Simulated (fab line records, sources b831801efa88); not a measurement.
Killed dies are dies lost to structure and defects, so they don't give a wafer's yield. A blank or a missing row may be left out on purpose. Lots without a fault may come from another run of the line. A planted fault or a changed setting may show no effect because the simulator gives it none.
Chamber matching | flow gf180mcu | GF_V5_CMP_04 on cmp-02: 4 sister chambers
The step polishes SiO2. 8 wafers are shown with their chamber, then 12 later ones without.

WAFERS WITH THEIR CHAMBER
wafer  | chamber | motor_current_A (A)
L086.2 | 2       | 11.8
L086.5 | 0       | 11.8
L087.3 | 2       | 12.4
L087.4 | 1       | 10.6
L087.5 | 3       | 12.9
L090.1 | 0       | 11.4
L090.4 | 3       | 14.3
L090.5 | 1       | 10.9

WAFERS WITHOUT THEIR CHAMBER
wafer  | motor_current_A (A)
L093.1 | 11.7
L093.2 | 10.4
L093.6 | 14.0
L094.1 | 12.1
L094.2 | 12.3
L094.6 | 10.5
L095.1 | 11.8
L095.2 | 10.3
L095.3 | 11.4
L097.1 | 11.4
L097.3 | 13.8
L097.4 | 10.2

WHICH CHAMBER EACH WENT THROUGH
wafer  | from the rows above          | in truth
L093.1 | can't be placed: 0 or 2 or 1 | 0
L093.2 | can't be placed: 1 or 0      | 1
L093.6 | 3                            | 3
L094.1 | can't be placed: 2 or 0      | 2
L094.2 | can't be placed: 2 or 0 or 3 | 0
L094.6 | can't be placed: 1 or 0      | 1
L095.1 | can't be placed: 0 or 2 or 1 | 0
L095.2 | can't be placed: 1 or 0      | 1
L095.3 | can't be placed: 0 or 1 or 2 | 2
L097.1 | can't be placed: 0 or 1 or 2 | 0
L097.3 | 3                            | 3
L097.4 | can't be placed: 1 or 0      | 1
Placed correctly: 2 of 12. Can't be placed from these rows: 10 (the true chamber is among the candidates in 10). Placed wrongly: 0.
How it was worked out, from the rows above alone: a wafer's distance from a chamber is the root of the sum, over the readings, of the square of ((its reading less the chamber's mean) divided by the reading's scatter). The wafer belongs to the nearest chamber; if the next one is less than 2 further off, it can't be placed. A chamber's mean is the mean of its shown wafers. The scatter: the root of (the sum of the squares of (reading less its chamber's mean) over the shown wafers, divided by (wafers less chambers)).
